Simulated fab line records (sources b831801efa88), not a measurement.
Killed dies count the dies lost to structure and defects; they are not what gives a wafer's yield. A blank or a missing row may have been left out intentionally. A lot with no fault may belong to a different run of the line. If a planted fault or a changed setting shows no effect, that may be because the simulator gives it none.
Split-lot trial || flow sky130 || 23 wafers read from 5 lots, route of 708 steps

## SPLIT DETAILS
At SKY_LDD_P_IMPLANT_09, the setting energyKev was moved away from the recipe's 25 on 9 of the 23 wafers read, by -5.0% to +4.4%. For the rest of the wafers, this setting stayed at what the recipe calls for.

The reading is taken at the split's own step.

## THE READING
In nm, at SKY_LDD_P_IMPLANT_09: implant.drpNm, which is the simulator's own figure and was read by no gauge. The file does not state a usual value for it.

{"wafer": "L079.1", "tool, chamber at the split": "implanter-02, 0", "energyKev as run": 25, "against the recipe": "recipe", "implant.drpNm, nm": 11.41, "against lot-mates on the recipe": "-"}
{"wafer": "L079.2", "tool, chamber at the split": "implanter-02, 0", "energyKev as run": 25, "against the recipe": "recipe", "implant.drpNm, nm": 11.41, "against lot-mates on the recipe": "-"}
{"wafer": "L079.3", "tool, chamber at the split": "implanter-02, 0", "energyKev as run": 25, "against the recipe": "recipe", "implant.drpNm, nm": 11.41, "against lot-mates on the recipe": "-"}
{"wafer": "L079.4", "tool, chamber at the split": "implanter-02, 0", "energyKev as run": 25, "against the recipe": "recipe", "implant.drpNm, nm": 11.41, "against lot-mates on the recipe": "-"}
{"wafer": "L079.6", "tool, chamber at the split": "implanter-02, 0", "energyKev as run": 25, "against the recipe": "recipe", "implant.drpNm, nm": 11.41, "against lot-mates on the recipe": "-"}
{"wafer": "L080.1", "tool, chamber at the split": "implanter-04, 0", "energyKev as run": 25, "against the recipe": "recipe", "implant.drpNm, nm": 11.41, "against lot-mates on the recipe": "-"}
{"wafer": "L080.6", "tool, chamber at the split": "implanter-04, 0", "energyKev as run": 25, "against the recipe": "recipe", "implant.drpNm, nm": 11.41, "against lot-mates on the recipe": "-"}
{"wafer": "L080.2", "tool, chamber at the split": "implanter-04, 0", "energyKev as run": 26.09, "against the recipe": "+4.4%", "implant.drpNm, nm": 11.76, "against lot-mates on the recipe": "+0.35"}
{"wafer": "L080.4", "tool, chamber at the split": "implanter-04, 0", "energyKev as run": 26.09, "against the recipe": "+4.4%", "implant.drpNm, nm": 11.76, "against lot-mates on the recipe": "+0.35"}
{"wafer": "L080.5", "tool, chamber at the split": "implanter-04, 0", "energyKev as run": 26.09, "against the recipe": "+4.4%", "implant.drpNm, nm": 11.76, "against lot-mates on the recipe": "+0.35"}
{"wafer": "L081.1", "tool, chamber at the split": "implanter-02, 0", "energyKev as run": 25, "against the recipe": "recipe", "implant.drpNm, nm": 11.41, "against lot-mates on the recipe": "-"}
{"wafer": "L081.2", "tool, chamber at the split": "implanter-02, 0", "energyKev as run": 25, "against the recipe": "recipe", "implant.drpNm, nm": 11.41, "against lot-mates on the recipe": "-"}
{"wafer": "L081.3", "tool, chamber at the split": "implanter-02, 0", "energyKev as run": 25, "against the recipe": "recipe", "implant.drpNm, nm": 11.41, "against lot-mates on the recipe": "-"}
{"wafer": "L084.2", "tool, chamber at the split": "implanter-02, 0", "energyKev as run": 25, "against the recipe": "recipe", "implant.drpNm, nm": 11.41, "against lot-mates on the recipe": "-"}
{"wafer": "L084.6", "tool, chamber at the split": "implanter-02, 0", "energyKev as run": 25, "against the recipe": "recipe", "implant.drpNm, nm": 11.41, "against lot-mates on the recipe": "-"}
{"wafer": "L084.3", "tool, chamber at the split": "implanter-02, 0", "energyKev as run": 23.74, "against the recipe": "-5.0%", "implant.drpNm, nm": 11, "against lot-mates on the recipe": -0.41}
{"wafer": "L084.4", "tool, chamber at the split": "implanter-02, 0", "energyKev as run": 23.74, "against the recipe": "-5.0%", "implant.drpNm, nm": 11, "against lot-mates on the recipe": -0.41}
{"wafer": "L084.5", "tool, chamber at the split": "implanter-02, 0", "energyKev as run": 23.74, "against the recipe": "-5.0%", "implant.drpNm, nm": 11, "against lot-mates on the recipe": -0.41}
{"wafer": "L085.1", "tool, chamber at the split": "implanter-03, 0", "energyKev as run": 25.82, "against the recipe": "+3.3%", "implant.drpNm, nm": 11.67, "against lot-mates on the recipe": "+0.26"}
{"wafer": "L085.5", "tool, chamber at the split": "implanter-03, 0", "energyKev as run": 25.82, "against the recipe": "+3.3%", "implant.drpNm, nm": 11.67, "against lot-mates on the recipe": "+0.26"}
{"wafer": "L085.6", "tool, chamber at the split": "implanter-03, 0", "energyKev as run": 25.82, "against the recipe": "+3.3%", "implant.drpNm, nm": 11.67, "against lot-mates on the recipe": "+0.26"}
{"wafer": "L085.2", "tool, chamber at the split": "implanter-03, 0", "energyKev as run": 25, "against the recipe": "recipe", "implant.drpNm, nm": 11.41, "against lot-mates on the recipe": "-"}
{"wafer": "L085.3", "tool, chamber at the split": "implanter-03, 0", "energyKev as run": 25, "against the recipe": "recipe", "implant.drpNm, nm": 11.41, "against lot-mates on the recipe": "-"}

THE FIT
A straight line over all 23 wafers: implant.drpNm changes by +0.0806 nm for each +1% of energyKev; r = +1.00; the points scatter about the line by 0.0018 nm.
The same after taking each lot's own level away (the mean of its wafers on the recipe; 23 wafers): +0.0806 nm for each +1%; r = +1.00; scatter 0.0018 nm.
On that fit, the largest move of energyKev shifts the reading by 0.41 nm.
The lots' own levels span 11.410 to 11.410 nm.
Hence the lot-to-lot level has little effect on the slope; both slopes agree.
Check: with one of the wafers moved furthest among these (-5.0%) left out of the fit, the line predicts -0.407 nm for it against its lot-mates. Against them it came out at -0.41 nm.

## ADDITIONAL SPLITS CARRIED BY THESE WAFERS
Other splits were also applied to these wafers ahead of the reading. Each is held against what the fit with the lots' levels taken away leaves over:
{"other split on the same wafers": "SKY_VT_ADJUST_HVTR_EXPOSE_04 doseMj", "wafers away from the commonest value": 9, "r with implant.drpNm (lot level and that fit taken away)": "+0.41"}
{"other split on the same wafers": "SKY_SONOS_TUNNEL_SOFTBAKE_03 tempC", "wafers away from the commonest value": 9, "r with implant.drpNm (lot level and that fit taken away)": -0.38}
{"other split on the same wafers": "SKY_SONOS_ONO_CVD_04 timeS", "wafers away from the commonest value": 10, "r with implant.drpNm (lot level and that fit taken away)": -0.38}
{"other split on the same wafers": "SKY_SONOS_ONO_COAT_08 spinRpm", "wafers away from the commonest value": 7, "r with implant.drpNm (lot level and that fit taken away)": "+0.16"}
{"other split on the same wafers": "SKY_GATE_OXIDE_CLEAN_15 timeS", "wafers away from the commonest value": 10, "r with implant.drpNm (lot level and that fit taken away)": -0.32}
{"other split on the same wafers": "SKY_POLY_GATE_CVD_03 pressureMtorr", "wafers away from the commonest value": 10, "r with implant.drpNm (lot level and that fit taken away)": -0.50}
{"other split on the same wafers": "SKY_POLY_GATE_OXIDATION_20 oxTimeS", "wafers away from the commonest value": 18, "r with implant.drpNm (lot level and that fit taken away)": "+0.06"}
{"other split on the same wafers": "SKY_LDD_N_IMPLANT_09 energyKev", "wafers away from the commonest value": 5, "r with implant.drpNm (lot level and that fit taken away)": "+0.22"}
{"other split on the same wafers": "SKY_LDD_N_IMPLANT_15 energyKev", "wafers away from the commonest value": 8, "r with implant.drpNm (lot level and that fit taken away)": "+0.20"}

## THE WHOLE CHAIN: every reading that the file lists as answering this split, in the file's order
{"step": "SKY_LDD_P_IMPLANT_09", "what it does": "", "reading": "implant.rpNm (the simulator's own value, which no gauge read)", "change (the file's fit)": "+0.167 nm for each +1% of the setting", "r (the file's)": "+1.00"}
{"step": "SKY_LDD_P_IMPLANT_09", "what it does": "", "reading": "implant.drpNm (the simulator's own value, which no gauge read)", "change (the file's fit)": "+0.0805 nm for each +1% of the setting", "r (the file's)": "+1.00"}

## FILE'S OWN FIT
implant.drpNm changes by +0.0805 nm for each +1% of energyKev, r = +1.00.
